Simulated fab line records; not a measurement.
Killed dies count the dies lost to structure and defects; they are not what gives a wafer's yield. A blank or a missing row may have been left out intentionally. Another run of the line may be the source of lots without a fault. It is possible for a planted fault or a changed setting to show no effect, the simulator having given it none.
Struck lot and sound lot, side by side || flow gf180mcu || 23 out of 602 route steps
Sound: the wafers L447.2, L447.3, L447.5. Wafers struck: L434.3, L434.5, L434.6. The cause comes at the end.
Order at every step that has rows: each side's tool, ch and its chambers, its first start. Under that, the readings that differ: sound wafers || struck wafers || difference of the means || sigmas: that difference in standard deviations of wafers without a fault.
alike: readings with means less than 2 such deviations apart, plus words and numbers identical on both sides. not compared: withheld readings, readings lacking a value on some wafer, bounds such as >300 that could conceal the same value, and numbers that have no deviation in the record and whose values overlap.
The two part at a step that has a row with sigmas, a row that says differs or no value, or rows on one side only. Non-overlapping numbers with no deviation appear without sigmas and do not part them. A reading missing from all wafers of one side parts the sides only when that side holds two or more wafers.

first, 5 steps without rows for these wafers: GF_LVPWELL_COAT_02 (resist thk 3000 nm); GF_LVPWELL_SOFTBAKE_03; GF_LVPWELL_EXPOSE_04 (exposes mask LVPWELL, target cd 600 nm); GF_LVPWELL_PEB_05; GF_LVPWELL_DEVELOP_06 (develop time 60 s).
GF_LVPWELL_OVL_MEAS_07:
  sound on overlay-02, day 8 18:58; struck on overlay-01, day 5 19:13
  alike: LVPWELL_OVL
then, 2 steps without rows for these wafers: GF_LVPWELL_IMPLANT_08; GF_LVPWELL_IMPLANT_09.
GF_LVPWELL_STRIP_10: strips in O2/N2.
  sound on plasma-asher-04 ch 0,1, day 8 19:17; struck on plasma-asher-04 ch 0,1, day 5 19:35
  alike: drypump-motor-current-A, heater-power-w, oes-product-au, strip-time-to-endpoint-s
  not compared: rf-hours-counter-h
GF_LVPWELL_TW_MEAS_11:
  sound on film-metro-03, day 8 19:24; struck on film-metro-03, day 5 19:40
  alike: LVPWELL_TW
then, 2 steps without rows for these wafers: GF_MVSD_DEHYDRATE_00 (time 60 s); GF_MVSD_HMDS_01 (prime time 60 s).
GF_MVSD_COAT_02: resist thk 3000 nm.
  sound on litho-track-02 ch 0, day 9 03:53; struck on litho-track-01 ch 0, day 6 02:58
{"reading": "model.coat_of_MVSD_COAT_02.thk-nm (nm)", "sound": "3004 3008 3002", "struck": "1567 1566 1562", "difference": -1440, "sigmas": ""}
  alike: chill-plate-temp-C
then, 3 steps without rows for these wafers: GF_MVSD_SOFTBAKE_03; GF_MVSD_EXPOSE_04 (exposes mask MVSD, target cd 1000 nm); GF_MVSD_PEB_05.
GF_MVSD_DEVELOP_06: develop time 60 s.
  sound: litho-track-04 ch 0; struck: litho-track-01 ch 0
{"reading": "model.coat_of_MVSD_COAT_02.thk-nm (nm)", "sound": "3003 3007 3001", "struck": "1566 1565 1561", "difference": -1440, "sigmas": ""}
  alike: chill-plate-temp-C
GF_MVSD_OVL_MEAS_07:
  sound on overlay-02, day 9 12:52; struck on overlay-01, day 6 10:34
  alike: MVSD_OVL
then, 2 steps without rows for these wafers: GF_MVSD_IMPLANT_08; GF_MVSD_IMPLANT_09.
GF_MVSD_STRIP_10: strips in O2/N2.
  sound on plasma-asher-02 ch 0, day 9 13:11; struck on plasma-asher-04 ch 0,1, day 6 10:56
{"reading": "strip-time-to-endpoint-s (s)", "sound": "37.00 37.02 36.97", "struck": "20.27 20.24 20.21", "difference": -16.76, "sigmas": "-99 or more"}
  alike: drypump-motor-current-A, heater-power-w, oes-product-au
  not compared: rf-hours-counter-h
GF_MVSD_TW_MEAS_11:
  sound on film-metro-01, day 9 13:18; struck on film-metro-01, day 6 11:04
  alike: MVSD_TW
-- the record jumps here: 25 days lie between the struck wafers' starts before and after (it left off in module MVSD and takes up again in module PASSIVATION, whose first step shown is number 602 of the route) --
GF_PASSIVATION_PROBE_99:
  sound on prober-02, day 34 13:46; struck on prober-02, day 31 10:48
{"reading": "model.etest.ldnmos_10p0.drive-ua-um", "sound": "536.4 543.1 542.2", "struck": "532.9 530 533.9", "difference": -8.3, "sigmas": ""}
  not compared: model.etest.ldnmos_10p0.r-on-ohm-um

## WHERE THEY PART
GF_MVSD_STRIP_10 only, going by this record. Later steps at which nothing parts them and some readings are alike: GF_MVSD_TW_MEAS_11.

WHY: whatever the simulator had introduced
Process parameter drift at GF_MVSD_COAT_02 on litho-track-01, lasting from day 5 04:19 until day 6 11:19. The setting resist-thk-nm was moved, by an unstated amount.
